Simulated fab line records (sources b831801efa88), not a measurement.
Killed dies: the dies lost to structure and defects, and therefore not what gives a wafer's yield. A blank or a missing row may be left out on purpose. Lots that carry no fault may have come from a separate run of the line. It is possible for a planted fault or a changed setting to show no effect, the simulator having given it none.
fab line records -- flow gf180mcu
[record] lots = 14, wafers = 42, lastDay = 34
route steps=602 shown NSD@244 M2@368 V3@433 M4@457
lots that met no fault: taken from a fault-free run of the same line
startH: hours from the record's first day to the start of the lot's first wafer shown -- waitH: time in hours since the lot's previous step -- " identical to the entry in the row above -- L1.1+2: one row covering several wafers at once -- - no value present, or no start provided -- * or withheld: withheld -- < > ~ a bound
route shown NAME@n: names a module that has steps shown in the file, with the first one's number in the route -- usual: average and standard deviation across the fault-free wafers -- same: alike in all rows -- chamber/n: place in a boat -- sites: per-site readings -- _std_site: their standard deviation -- _edge_site: the outer-site mean with the inner-site mean subtracted -- radiusMm: how far each site lies from the wafer's centre -- mask NAME#n: copy n -- behind: the tool/chamber that last shaped the wafer -- hold: why the lot was held/for how many hours/how that ended -- device: which transistor (n, p or np) failed to switch -- end of line: the route-end tests of the same wafers -- a step with no rows: only its recipe -- killed: not the wafer's yield, but the dies lost to structure and defects at the first sort -- map: a wafer's dies, x killed, . not, _ none there
set.NAME: the setting as run; set.NAME@STEP: as run at that earlier step -- model.NAME: the simulator's own value behind a step, which no gauge read
a sample of lots followed through the steps of the route, with each step as a table and each wafer as a row
services: when a tool's chamber went out of use (startH, in hours from the record's first day, below 0 if earlier), for how many hours, and the reason
[[steps]]
[step GF_NSD_IMPLANT_09]
[recipe] species = As, energyKev = 60, doseCm2 = 4e+15, tiltDeg = 7
[usual] faradayCurrentUA = 12123/370, tiltDeg = 6.998/0.018
lot.wafer,tool,chamber,startH,waitH,faradayCurrentUA,tiltDeg
L275.1,implanter-03,0,304.56,0.0,11764,7.014
L275.3,implanter-03,0,304.56,0.0,12207,7.015
L275.5,implanter-03,0,304.56,0.0,11658,7.030
L277.3,implanter-04,0,318.36,0.1,12419,7.001
L277.5,implanter-04,0,318.36,0.1,12853,6.994
L277.6,implanter-04,0,318.36,0.1,12734,6.984
L278.1,implanter-03,0,323.49,0.0,12141,6.983
L278.5,implanter-03,0,323.49,0.0,12010,6.970
L278.6,implanter-03,0,323.49,0.0,11735,6.954
L279.2,implanter-03,0,328.92,0.0,12293,6.998
L279.5,implanter-03,0,328.92,0.0,11928,7.006
L279.6,implanter-03,0,328.92,0.0,11894,7.017
L281.3,implanter-01,0,344.30,0.1,11745,7.006
L281.4,implanter-01,0,344.30,0.1,12095,7.010
L281.5,implanter-01,0,344.30,0.1,11889,6.996
L285.1,implanter-01,0,374.09,0.0,12003,7.485
L285.2,implanter-01,0,374.09,0.0,11938,7.515
L285.5,implanter-01,0,374.09,0.0,11688,7.508
L287.2,implanter-01,0,391.73,0.0,11851,7.467
L287.3,implanter-01,0,391.73,0.0,11831,7.509
L287.5,implanter-01,0,391.73,0.0,11840,7.494
L291.1,implanter-03,0,426.14,0.0,11937,7.022
L291.2,implanter-03,0,426.14,0.0,12192,7.029
L291.3,implanter-03,0,426.14,0.0,12400,7.035
L293.3,implanter-03,0,445.50,0.1,12108,6.994
L293.4,implanter-03,0,445.50,0.1,11675,7.024
L293.6,implanter-03,0,445.50,0.1,12050,7.004
L294.3,implanter-03,0,455.16,0.1,12305,7.011
L294.4,implanter-03,0,455.16,0.1,11575,7.021
L294.5,implanter-03,0,455.16,0.1,12059,6.992
L295.2,implanter-01,0,464.27,0.0,11716,7.000
L295.3,implanter-01,0,464.27,0.0,12330,7.013
L295.5,implanter-01,0,464.27,0.0,12093,6.985
L296.1,implanter-03,0,470.51,0.0,12035,6.992
L296.3,implanter-03,0,470.51,0.0,12457,7.010
L296.6,implanter-03,0,470.51,0.0,12223,6.967
L297.2,implanter-04,0,480.73,0.0,12612,6.997
L297.3,implanter-04,0,480.73,0.0,12486,6.989
L297.5,implanter-04,0,480.73,0.0,12346,6.999
L298.2,implanter-03,0,483.23,0.0,11821,7.009
L298.3,implanter-03,0,483.23,0.0,11763,7.008
L298.5,implanter-03,0,483.23,0.0,12234,6.998
[step GF_M2_THK_MEAS_06]
[recipe] thkMeasGauge = xrf, reads = AlCu_of_M2_SPUTTER_02
[usual] M2_ALCU_THK = 446/6.9
lot.wafer,tool,chamber,startH,waitH,M2_ALCU_THK[nm]
L275.1,filmMetro-04,-,421.78,0.1,438
L275.3,filmMetro-04,-,421.78,0.1,434
L275.5,filmMetro-04,-,421.78,0.1,446
L277.3,filmMetro-02,-,438.30,0.1,436
L277.5,filmMetro-02,-,438.30,0.1,435
L277.6,filmMetro-02,-,438.30,0.1,446
L278.1,filmMetro-04,-,445.90,0.1,446
L278.5,filmMetro-04,-,445.90,0.1,447
L278.6,filmMetro-04,-,445.90,0.1,446
L279.2,filmMetro-04,-,448.78,0.1,445
L279.5,filmMetro-04,-,448.78,0.1,437
L279.6,filmMetro-04,-,448.78,0.1,441
L281.3,filmMetro-02,-,467.22,0.1,445
L281.4,filmMetro-02,-,467.22,0.1,434
L281.5,filmMetro-02,-,467.22,0.1,445
L285.1,filmMetro-04,-,500.17,0.1,439
L285.2,filmMetro-04,-,500.17,0.1,443
L285.5,filmMetro-04,-,500.17,0.1,439
L287.2,filmMetro-03,-,519.16,0.1,442
L287.3,filmMetro-03,-,519.16,0.1,457
L287.5,filmMetro-03,-,519.16,0.1,446
L291.1,filmMetro-02,-,551.63,0.1,451
L291.2,filmMetro-02,-,551.63,0.1,448
L291.3,filmMetro-02,-,551.63,0.1,439
L293.3,filmMetro-02,-,569.56,0.1,441
L293.4,filmMetro-02,-,569.56,0.1,453
L293.6,filmMetro-02,-,569.56,0.1,454
L294.3,filmMetro-02,-,577.38,0.1,428
L294.4,filmMetro-02,-,577.38,0.1,431
L294.5,filmMetro-02,-,577.38,0.1,430
L295.2,filmMetro-03,-,586.39,0.1,456
L295.3,filmMetro-03,-,586.39,0.1,461
L295.5,filmMetro-03,-,586.39,0.1,458
L296.1,filmMetro-03,-,590.87,0.1,441
L296.3,filmMetro-03,-,590.87,0.1,440
L296.6,filmMetro-03,-,590.87,0.1,445
L297.2,filmMetro-03,-,601.06,0.1,452
L297.3,filmMetro-03,-,601.06,0.1,450
L297.5,filmMetro-03,-,601.06,0.1,449
L298.2,filmMetro-03,-,601.93,0.1,455
L298.3,filmMetro-03,-,601.93,0.1,456
L298.5,filmMetro-03,-,601.93,0.1,457
[step GF_V3_CMP_04]
[recipe] material = SiO2, downForcePsi = 4, platenRpm = 60, padVelocityMS = 0.94248
[usual] edgeZonePressureFrac = 1.000/0.0046, motorCurrentA = 11.8/0.98, platenRpm = 60.00/0.042, timeToEndpointS = 75/7.7
lot.wafer,tool,chamber,startH,waitH,edgeZonePressureFrac,motorCurrentA,platenRpm,timeToEndpointS
L275.3,cmp-01,0,498.93,0.0,1.000,12.4,60.04,71
L275.1,cmp-01,3,498.93,0.0,0.998,11.4,60.06,72
L275.5,cmp-01,1,498.93,0.0,0.999,10.6,59.99,66
L277.3,cmp-01,2,513.86,0.1,1.002,11.7,59.99,59
L277.6,cmp-01,0,513.86,0.1,1.005,11.6,59.98,80
L277.5,cmp-01,1,513.86,0.1,0.996,11.4,60.01,72
L278.1,cmp-02,1,521.50,0.1,1.001,14.4,60.04,77
L278.5,cmp-02,3,521.50,0.1,1.002,11.0,60.03,78
L278.6,cmp-02,0,521.50,0.1,0.995,13.6,60.02,79
L279.2,cmp-01,1,524.33,0.1,1.001,10.9,59.93,71
L279.5,cmp-01,3,524.33,0.1,1.006,11.9,60.04,81
L279.6,cmp-01,0,524.33,0.1,0.995,12.0,60.02,78
L281.3,cmp-01,2,541.28,0.1,1.000,12.2,59.96,75
L281.4,cmp-01,0,541.28,0.1,1.003,12.0,59.97,80
L281.5,cmp-01,1,541.28,0.1,0.991,10.9,60.04,72
L285.1,cmp-01,2,575.69,3.4,0.992,11.3,59.95,76
L285.2,cmp-01,0,575.69,3.4,1.001,12.0,60.03,81
L285.5,cmp-01,1,575.69,3.4,0.992,11.0,59.97,80
L287.2,cmp-01,1,591.03,0.0,1.005,10.5,59.95,63
L287.3,cmp-01,3,591.03,0.0,0.998,11.6,60.01,71
L287.5,cmp-01,1,591.03,0.0,1.006,10.3,60.00,75
L291.3,cmp-01,1,620.48,0.0,1.003,11.3,59.92,66
L291.2,cmp-01,3,620.48,0.0,1.000,11.0,59.91,66
L291.1,cmp-01,0,620.48,0.0,1.001,12.1,60.06,69
L293.3,cmp-02,3,635.96,0.3,0.992,10.9,60.00,74
L293.4,cmp-02,0,635.96,0.3,1.004,13.2,59.99,75
L293.6,cmp-02,0,635.96,0.3,1.007,13.6,59.97,68
L294.4,cmp-01,3,643.76,0.0,0.997,12.2,60.02,75
L294.3,cmp-01,1,643.76,0.0,1.004,11.4,60.03,58
L294.5,cmp-01,3,643.76,0.0,1.006,11.5,59.97,71
L295.2,cmp-01,3,651.95,0.0,1.005,11.8,60.00,77
L295.3,cmp-01,1,651.95,0.0,0.999,11.4,59.98,61
L295.5,cmp-01,0,651.95,0.0,0.996,11.8,59.99,81
L296.1,cmp-02,2,657.17,0.1,0.993,11.3,60.00,78
L296.3,cmp-02,3,657.17,0.1,0.999,11.4,59.98,64
L296.6,cmp-02,2,657.17,0.1,0.995,12.2,60.10,72
L297.2,cmp-02,2,665.49,0.0,0.998,12.2,60.03,76
L297.3,cmp-02,0,665.49,0.0,0.995,13.0,60.05,73
L297.5,cmp-02,3,665.49,0.0,0.999,10.9,60.03,76
L298.2,cmp-01,0,666.77,0.0,1.001,11.9,60.05,79
L298.3,cmp-01,2,666.77,0.0,0.997,11.2,59.96,70
L298.5,cmp-01,0,666.77,0.0,1.002,11.9,59.95,79
[step GF_M4_SPUTTER_01]
[recipe] material = TiN, targetThkNm = 30, powerW = 6500, timeS = 25, chamberPressurePa = 0.4
[usual] throttleValvePct = 30.4/1.1
lot.wafer,tool,chamber,startH,waitH,throttleValvePct
L275.1,pvdSputter-02,-,524.90,0.1,30.9
L275.3,pvdSputter-02,-,524.90,0.1,31.3
L275.5,pvdSputter-02,-,524.90,0.1,31.1
L277.3,pvdSputter-02,-,538.10,0.1,30.3
L277.5,pvdSputter-02,-,538.10,0.1,29.9
L277.6,pvdSputter-02,-,538.10,0.1,30.2
L278.1,pvdSputter-03,-,546.34,0.1,31.2
L278.5,pvdSputter-03,-,546.34,0.1,29.5
L278.6,pvdSputter-03,-,546.34,0.1,30.4
L279.2,pvdSputter-04,-,548.79,0.1,29.1
L279.5,pvdSputter-04,-,548.79,0.1,29.0
L279.6,pvdSputter-04,-,548.79,0.1,30.3
L281.3,pvdSputter-03,-,564.85,0.1,29.5
L281.4,pvdSputter-03,-,564.85,0.1,31.2
L281.5,pvdSputter-03,-,564.85,0.1,29.7
L285.1,pvdSputter-04,-,598.61,0.1,32.7
L285.2,pvdSputter-04,-,598.61,0.1,30.7
L285.5,pvdSputter-04,-,598.61,0.1,28.8
L287.2,pvdSputter-04,-,613.90,0.1,29.1
L287.3,pvdSputter-04,-,613.90,0.1,29.8
L287.5,pvdSputter-04,-,613.90,0.1,30.0
L291.1,pvdSputter-04,-,642.58,0.1,30.1
L291.2,pvdSputter-04,-,642.58,0.1,30.4
L291.3,pvdSputter-04,-,642.58,0.1,32.6
L293.3,pvdSputter-04,-,657.38,0.1,32.8
L293.4,pvdSputter-04,-,657.38,0.1,30.5
L293.6,pvdSputter-04,-,657.38,0.1,28.9
L294.3,pvdSputter-03,-,665.40,0.1,28.2
L294.4,pvdSputter-03,-,665.40,0.1,31.4
L294.5,pvdSputter-03,-,665.40,0.1,31.5
L295.2,pvdSputter-04,-,673.70,0.1,32.8
L295.3,pvdSputter-04,-,673.70,0.1,29.9
L295.5,pvdSputter-04,-,673.70,0.1,30.0
L296.1,pvdSputter-03,-,677.84,0.1,30.6
L296.3,pvdSputter-03,-,677.84,0.1,31.5
L296.6,pvdSputter-03,-,677.84,0.1,30.8
L297.2,pvdSputter-04,-,685.81,0.1,28.6
L297.3,pvdSputter-04,-,685.81,0.1,32.6
L297.5,pvdSputter-04,-,685.81,0.1,30.9
L298.2,pvdSputter-03,-,687.85,0.1,30.8
L298.3,pvdSputter-03,-,687.85,0.1,29.5
L298.5,pvdSputter-03,-,687.85,0.1,31.4
[[services]]
tool,chamber,startH,hours,kind
pvdSputter-03,-,293.41,1.7,repair
cmp-01,-,312.63,1.8,repair
pvdSputter-03,-,331.48,8.2,repair
cmp-01,-,352.83,0.5,repair
implanter-03,-,371.28,21.4,repair
cmp-01,-,396.90,5.1,repair
cmp-01,-,404.00,4.0,pm
implanter-03,-,423.19,2.3,repair
implanter-03,-,465.75,2.7,repair
cmp-01,-,480.30,3.4,repair
implanter-03,-,486.66,1.3,repair
cmp-01,-,496.20,2.6,repair
cmp-01,-,501.42,0.2,repair
implanter-03,-,521.97,4.9,pm
implanter-03,-,533.84,6.3,repair
pvdSputter-04,-,541.57,3.5,repair
pvdSputter-03,-,549.36,12.6,repair
cmp-01,-,562.78,12.6,pm
implanter-03,-,601.36,5.6,repair
cmp-01,-,602.08,0.4,repair
pvdSputter-04,-,603.51,2.1,repair
cmp-01,-,635.02,0.8,repair
cmp-01,-,635.28,3.7,repair
pvdSputter-04,-,668.96,2.1,repair
[[key]]
[firstSign] step = GF_NSD_IMPLANT_09, reading = tiltDeg, direction = up, sigmas = 27, usual = 6.998, struck = 7.496
effect none on later readings
metAt GF_NSD_IMPLANT_09
struckLots L285,L287
testerLeftOut L285,L287
notActingAt GF_M2_THK_MEAS_06,GF_V3_CMP_04,GF_M4_SPUTTER_01
onsetBetween 344.30 374.09
[fault] kind = processParameterDrift, tool = implanter-01, chamber = -, onsetH = 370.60, steps = GF_NSD_IMPLANT_09, channel = tiltDeg, offset = 0.48277, shape = step, endH = 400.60, actsIn = theseRecipesOnly, stated = 7
// testerLeftOut: of these lots the tester's yield and bins aren't shown, on N5 and GAA mostly nor the transistor test; their killed dies are dies lost to structure and defects alone, not to doping, threshold or leakage, so they don't give the yield
